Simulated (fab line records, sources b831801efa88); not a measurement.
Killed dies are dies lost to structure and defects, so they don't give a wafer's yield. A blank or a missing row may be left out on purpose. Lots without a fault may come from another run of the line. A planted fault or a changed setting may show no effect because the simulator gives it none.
A struck lot beside a sound one | flow sky130 | 18 steps out of a route of 708
Sound: wafers L833.2, L833.5, L833.6. Struck: wafers L831.1, L831.5. (L831.2 of the same lot was not struck and is left out.) The cause comes at the end.
At each step with rows: each side's tool, then ch and its chambers, then its first start. Under that, the readings that differ: sound wafers | struck wafers | difference of the means | sigmas: that difference in standard deviations of wafers without a fault.
alike: readings whose means differ by less than 2 such deviations, and words and numbers that are the same on both sides. not compared: withheld readings, readings that some wafer has no value for, bounds like >300 that may hide the same value, and numbers for which the record gives no deviation and whose values overlap.
The two part at a step that has a row with sigmas, a row that says differs or no value, or rows on one side only. Numbers that don't overlap but have no deviation are shown without sigmas and don't part them. A reading that every wafer of one side lacks parts them only if that side has two wafers or more.

first, 2 steps without rows for these wafers: SKY_CONTACT_PEB_12; SKY_CONTACT_DEVELOP_13 (develop time 60 s).
SKY_CONTACT_CD_MEAS_14: target cd 170 nm.
  sound on cd_sem-02, day 34 10:41; struck on cd_sem-02, day 33 10:56
  alike: cd_nm
SKY_CONTACT_OVL_MEAS_15:
  sound on overlay-01, day 34 10:48; struck on overlay-01, day 33 11:03
  alike: CONTACT_OVL
SKY_CONTACT_ETCH_16: etches BARC in N2/H2, stops on SiO2, time 43.99 s, target depth 60 nm.
  sound on rie_diel-04 ch 0,2, day 34 10:50; struck on rie_diel-01 ch 0,1, day 33 11:05
  alike: drypump_motor_current_A, oes_product_au, throttle_valve_pct
  not compared: rf_hours_counter_h
SKY_CONTACT_ETCH_17: etches SiO2 in C4F8/O2/Ar, stops on Si3N4, target depth 340 nm.
  sound on rie_diel-04 ch 0,2, day 34 10:52; struck on rie_diel-01 ch 0,1, day 33 11:08
  alike: oes_product_au
SKY_CONTACT_ETCH_18: etches Si3N4 in CHF3/O2, stops on TiN, time 39 s, target depth 75 nm.
  sound on rie_diel-04 ch 0,2; struck on rie_diel-01 ch 0,1
  alike: drypump_motor_current_A, oes_product_au, throttle_valve_pct
  not compared: rf_hours_counter_h
SKY_CONTACT_STRIP_19: strips in O2/N2.
  sound on plasma_asher-01 ch 0,1, day 34 10:58; struck on plasma_asher-04 ch 1, day 33 11:13
  alike: drypump_motor_current_A, oes_product_au, strip_time_to_endpoint_s
  not compared: rf_hours_counter_h
then, 4 steps without rows for these wafers: SKY_CONTACT_STRIP_20 (strips in post etch residue remover, time 1200 s); SKY_CONTACT_CLEAN_21 (cleans in IPA, time 180 s); SKY_CONTACT_CLEAN_22 (cleans in O3/DIW); SKY_CONTACT_SPUTTER_23 (material TiN, target thk 20 nm, time 80 s).
SKY_CONTACT_CVD_24: deposits W, target thk 340 nm, time 102.12 s.
  sound on cvd_w-01 ch 0,1, day 34 11:37; struck on cvd_w-02 ch 1, day 33 11:52
  reading                               | sound             | struck      | difference | sigmas
  model.W_of_CONTACT_CVD_24.thk_nm (nm) | 333.1 339.1 333.7 | 568.4 564.9 | +231.3     |
  alike: heater_power_w
SKY_CONTACT_RS_MEAS_25: measures by four-point-probe.
  sound on film_metro-03, day 34 11:44; struck on film_metro-01, day 33 11:59
  reading               | sound             | struck      | difference | sigmas
  CONTACT_W_RS (ohm/sq) | 0.346 0.338 0.345 | 0.201 0.202 | -0.141     | -31
SKY_CONTACT_THK_MEAS_26: measures by xrf.
  sound on film_metro-03, day 34 11:51; struck on film_metro-01, day 33 12:06
  reading            | sound       | struck | difference                    | sigmas
  CONTACT_W_THK (nm) | 332 342 334 | - -    | no value on the struck wafers |
SKY_CONTACT_CMP_27: polishes, stops on SiO2, t overpolish 15 s, target thk 0 nm.
  sound on cmp-02 ch 1,2,3, day 34 12:03; struck on cmp-01 ch 0,2, day 33 12:13
  reading                | sound    | struck  | difference | sigmas
  time_to_endpoint_s (s) | 84 85 83 | 140 139 | +56        | +15
  alike: motor_current_A
SKY_METAL1_SPUTTER_00: material Ti, target thk 15 nm, time 10 s.
  sound on pvd_sputter-03, day 34 12:12; struck on pvd_sputter-03, day 33 12:28
  alike: throttle_valve_pct
SKY_PAD_OPEN_PROBE_99:
  the record has rows for the sound wafers here (prober-01, day 48 00:59) and none for the struck ones

WHERE THEY PART
First at SKY_CONTACT_RS_MEAS_25; last, within this record, at SKY_PAD_OPEN_PROBE_99.

WHY: what the simulator had put in
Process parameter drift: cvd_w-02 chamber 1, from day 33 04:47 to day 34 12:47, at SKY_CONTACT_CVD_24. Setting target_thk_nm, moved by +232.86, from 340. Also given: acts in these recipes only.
